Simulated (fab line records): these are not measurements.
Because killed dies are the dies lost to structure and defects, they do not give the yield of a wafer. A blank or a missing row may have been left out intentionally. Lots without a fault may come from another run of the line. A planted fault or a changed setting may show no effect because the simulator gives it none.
Which tool did it? / flow gf180mcu / Sampling: 13 lots, 39 wafers, 2 of 602 route steps

## WHAT EACH GAUGE READ, for each wafer
GF_SAB_THK_MEAS_01. Usual: SAB_CVD_00_THK typically reads 49.8 nm, with standard deviation 0.7.
lot=L922; measured=day 14 14:15; on=film_metro-02; SAB_CVD_00_THK (nm)=48.8 49.8 50.3; flag=
lot=L930; measured=day 17 17:49; on=film_metro-02; SAB_CVD_00_THK (nm)=48.4 48.5 49.8; flag=
lot=L928; measured=day 17 17:56; on=film_metro-02; SAB_CVD_00_THK (nm)=49.3 48.5 48.9; flag=
lot=L929; measured=day 17 18:12; on=film_metro-04; SAB_CVD_00_THK (nm)=50.2 49.8 50.3; flag=
lot=L933; measured=day 18 16:53; on=film_metro-02; SAB_CVD_00_THK (nm)=50.3 50.3 50.4; flag=
lot=L935; measured=day 19 01:30; on=film_metro-03; SAB_CVD_00_THK (nm)=50.2 51.5 50.8; flag=
lot=L938; measured=day 19 20:35; on=film_metro-03; SAB_CVD_00_THK (nm)=49.8 50.3 49.6; flag=
lot=L936; measured=day 20 00:50; on=film_metro-02; SAB_CVD_00_THK (nm)=49.5 50.4 49.4; flag=
lot=L937; measured=day 20 01:26; on=film_metro-02; SAB_CVD_00_THK (nm)=48.9 50.1 49.9; flag=
lot=L939; measured=day 20 10:02; on=film_metro-04; SAB_CVD_00_THK (nm)=50.8 50.2 50.2; flag=
lot=L941; measured=day 20 20:08; on=film_metro-02; SAB_CVD_00_THK (nm)=49.0 51.3 49.5; flag=
lot=L942; measured=day 21 05:48; on=film_metro-02; SAB_CVD_00_THK (nm)=49.4 50.7 49.4; flag=
lot=L943; measured=day 21 13:33; on=film_metro-04; SAB_CVD_00_THK (nm)=50.3 48.7 49.7; flag=

## WHAT TOOL EACH LOT RAN ON (gives the tool, then ch and the chambers of the sampled wafers, and finally the start)
lot=L922; GF_HV_LDD_STRIP_22=plasma_asher-01 ch 0,1, day 11 05:23
lot=L930; GF_HV_LDD_STRIP_22=plasma_asher-03 ch 0,1, day 13 21:02
lot=L928; GF_HV_LDD_STRIP_22=plasma_asher-02 ch 0,1, day 13 21:20
lot=L929; GF_HV_LDD_STRIP_22=plasma_asher-03 ch 0, day 13 21:38
lot=L933; GF_HV_LDD_STRIP_22=plasma_asher-02 ch 0,1, day 14 16:07
lot=L935; GF_HV_LDD_STRIP_22=plasma_asher-03 ch 1, day 15 01:23
lot=L938; GF_HV_LDD_STRIP_22=plasma_asher-02 ch 0,1, day 15 18:37
lot=L936; GF_HV_LDD_STRIP_22=plasma_asher-03 ch 0,1, day 15 22:27
lot=L937; GF_HV_LDD_STRIP_22=plasma_asher-01 ch 0,1, day 15 22:52
lot=L939; GF_HV_LDD_STRIP_22=plasma_asher-02 ch 0,1, day 16 07:32
lot=L941; GF_HV_LDD_STRIP_22=plasma_asher-01 ch 0,1, day 16 14:54
lot=L942; GF_HV_LDD_STRIP_22=plasma_asher-02 ch 0,1, day 17 02:05
lot=L943; GF_HV_LDD_STRIP_22=plasma_asher-02 ch 0,1, day 17 10:44
- GF_HV_LDD_STRIP_22: strips in O2/N2.

## WHAT THE TOOLS THEMSELVES READ (means of the sampled wafers that have a number; where no wafer has one, the mark that the record gives instead)
GF_HV_LDD_STRIP_22. Usual: drypump_motor_current_A 5.90 A, standard deviation 0.12; heater_power_w 340 W, standard deviation 36; o2_flow_sccm 3000 sccm, standard deviation 8.9; oes_product_au 0.716 a.u., standard deviation 0.0047; strip_time_to_endpoint_s 12.64 s, standard deviation 0.038.
lot=L922; tool=plasma_asher-01; drypump_motor_current_A (A)=5.75; heater_power_w (W)=349; o2_flow_sccm (sccm)=3004; oes_product_au (a.u.)=0.716; strip_time_to_endpoint_s (s)=12.66; flag=
lot=L930; tool=plasma_asher-03; drypump_motor_current_A (A)=6.02; heater_power_w (W)=339; o2_flow_sccm (sccm)=2998; oes_product_au (a.u.)=0.710; strip_time_to_endpoint_s (s)=12.61; flag=
lot=L928; tool=plasma_asher-02; drypump_motor_current_A (A)=5.91; heater_power_w (W)=318; o2_flow_sccm (sccm)=2984; oes_product_au (a.u.)=0.711; strip_time_to_endpoint_s (s)=12.62; flag=
lot=L929; tool=plasma_asher-03; drypump_motor_current_A (A)=6.13; heater_power_w (W)=325; o2_flow_sccm (sccm)=3005; oes_product_au (a.u.)=0.714; strip_time_to_endpoint_s (s)=12.64; flag=
lot=L933; tool=plasma_asher-02; drypump_motor_current_A (A)=5.92; heater_power_w (W)=316; o2_flow_sccm (sccm)=3002; oes_product_au (a.u.)=0.717; strip_time_to_endpoint_s (s)=12.63; flag=
lot=L935; tool=plasma_asher-03; drypump_motor_current_A (A)=5.86; heater_power_w (W)=355; o2_flow_sccm (sccm)=3007; oes_product_au (a.u.)=0.718; strip_time_to_endpoint_s (s)=12.65; flag=
lot=L938; tool=plasma_asher-02; drypump_motor_current_A (A)=5.92; heater_power_w (W)=311; o2_flow_sccm (sccm)=2997; oes_product_au (a.u.)=0.717; strip_time_to_endpoint_s (s)=12.66; flag=
lot=L936; tool=plasma_asher-03; drypump_motor_current_A (A)=5.97; heater_power_w (W)=346; o2_flow_sccm (sccm)=2996; oes_product_au (a.u.)=0.714; strip_time_to_endpoint_s (s)=12.64; flag=
lot=L937; tool=plasma_asher-01; drypump_motor_current_A (A)=5.75; heater_power_w (W)=346; o2_flow_sccm (sccm)=3004; oes_product_au (a.u.)=0.712; strip_time_to_endpoint_s (s)=12.65; flag=
lot=L939; tool=plasma_asher-02; drypump_motor_current_A (A)=5.93; heater_power_w (W)=318; o2_flow_sccm (sccm)=3001; oes_product_au (a.u.)=0.715; strip_time_to_endpoint_s (s)=12.61; flag=
lot=L941; tool=plasma_asher-01; drypump_motor_current_A (A)=5.75; heater_power_w (W)=346; o2_flow_sccm (sccm)=3000; oes_product_au (a.u.)=0.718; strip_time_to_endpoint_s (s)=12.60; flag=
lot=L942; tool=plasma_asher-02; drypump_motor_current_A (A)=5.93; heater_power_w (W)=357; o2_flow_sccm (sccm)=2998; oes_product_au (a.u.)=0.719; strip_time_to_endpoint_s (s)=12.63; flag=
lot=L943; tool=plasma_asher-02; drypump_motor_current_A (A)=5.90; heater_power_w (W)=316; o2_flow_sccm (sccm)=2998; oes_product_au (a.u.)=0.711; strip_time_to_endpoint_s (s)=12.58; flag=

## THE ANSWER, worked out from the rows above alone
Rule: lot off if the mean of its wafers having a number is beyond 3 standard deviations from the usual mean. Also off: a lot with no number at a reading for which 4 or more lots have one. Any other lot the step has rows for is counted as sound. The gauges are gone through in route order, then the tools' own readings, and for those a lot's mean is taken as printed above. At the first step where some lot is off, the reading lying furthest off is the one used; lots without a number count as furthest.
None of the lots is off at any reading shown; this tells nothing.

## WHAT THE SIMULATOR PUT IN
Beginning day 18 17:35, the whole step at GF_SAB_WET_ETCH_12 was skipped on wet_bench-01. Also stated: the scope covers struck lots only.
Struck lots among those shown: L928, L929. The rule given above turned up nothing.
